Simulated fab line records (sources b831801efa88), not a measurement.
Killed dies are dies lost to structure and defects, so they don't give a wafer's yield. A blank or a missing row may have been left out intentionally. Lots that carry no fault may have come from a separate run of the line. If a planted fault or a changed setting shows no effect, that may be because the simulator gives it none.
The tool behind it: which one? || flow sky130 || route of 708 steps, sampled at 1 step: 6 lots, 18 wafers

## WHAT EACH GAUGE READ, for each wafer
SKY_VIA2_BOW_MEAS_03.
{"lot": "L834", "measured": "day 36 01:23", "on": "film_metro-01", "VIA2_BOW (um)": "85 82 93"}
{"lot": "L835", "measured": "day 36 20:35", "on": "film_metro-04", "VIA2_BOW (um)": "89 97 84"}
{"lot": "L838", "measured": "day 37 08:13", "on": "film_metro-01", "VIA2_BOW (um)": "84 85 85"}
{"lot": "L844", "measured": "day 39 03:03", "on": "film_metro-03", "VIA2_BOW (um)": "77 80 83"}
{"lot": "L849", "measured": "day 40 23:20", "on": "film_metro-01", "VIA2_BOW (um)": "79 88 66"}
{"lot": "L852", "measured": "day 41 12:55", "on": "film_metro-04", "VIA2_BOW (um)": "73 74 85"}

## EACH LOT AND THE TOOL THAT RAN IT (in order: tool; ch and the chambers of the sampled wafers; start)
There is no process step in the record ahead of these readings.

## THE ANSWER, worked out from the rows above alone
Rule: what is usual is taken from the lots themselves. The widest of any qualifying gaps counts: lots, ordered by their means at a reading, are off when they make up no more than a third of the lots, leave a main group of 4 or more, and stand apart from it by 3 or more times the standard deviation of that group's means. Not used: any main group whose means are identical at the precision the tables above print for the reading. Also off: a lot with no number at a reading for which 4 or more lots have one. All remaining lots with rows at the step are treated as sound.
None of the lots is off at any reading shown; this tells nothing.

## WHAT THE SIMULATOR HAD PUT IN
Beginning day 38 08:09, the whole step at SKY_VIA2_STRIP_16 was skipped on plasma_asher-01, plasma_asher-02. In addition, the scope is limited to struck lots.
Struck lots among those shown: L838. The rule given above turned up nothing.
